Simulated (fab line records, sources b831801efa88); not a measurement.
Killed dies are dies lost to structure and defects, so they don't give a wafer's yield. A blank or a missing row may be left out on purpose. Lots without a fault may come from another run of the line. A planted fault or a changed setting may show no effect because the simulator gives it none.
Which tool did it? | flow gf180mcu | 6 lots, 18 wafers sampled, at 1 step of a route of 602

WHAT THE GAUGES READ, wafer by wafer
GF_M3_RS_MEAS_05: measures by four-point-probe.
lot  | measured     | on            | M3_ALCU_RS (ohm/sq)
L912 | day 20 18:22 | film_metro-03 | 0.0711 0.0717 0.0715
L915 | day 22 01:29 | film_metro-03 | 0.0702 0.0700 0.0690
L920 | day 24 05:35 | film_metro-02 | 0.0682 0.0686 0.0685
L928 | day 26 16:56 | film_metro-03 | 0.0701 0.0689 0.0698
L929 | day 26 21:34 | film_metro-01 | 0.0700 0.0712 0.0700
L932 | day 27 17:55 | film_metro-03 | 0.0720 0.0706 0.0708

WHICH TOOL RAN EACH LOT (tool, then ch and the chambers of the sampled wafers, then the start)
The record holds no process step before these readings.

THE ANSWER, worked out from the rows above alone
Rule: what is usual is taken from the lots themselves. Put in order of their means at a reading, lots are off if they are a third of the lots or fewer, leave a main group of 4 or more, and stand apart from it by a gap of 3 or more times the standard deviation of the main group's means; of several such gaps the widest counts. A main group whose means are all the same, to the digits that the tables above print for the reading, isn't used. A lot without any number at a reading at which 4 lots or more have one is off too. The other lots that the step has rows for count as sound.
No lot is off at any reading shown: from this, nothing can be told.

WHAT THE SIMULATOR HAD PUT IN
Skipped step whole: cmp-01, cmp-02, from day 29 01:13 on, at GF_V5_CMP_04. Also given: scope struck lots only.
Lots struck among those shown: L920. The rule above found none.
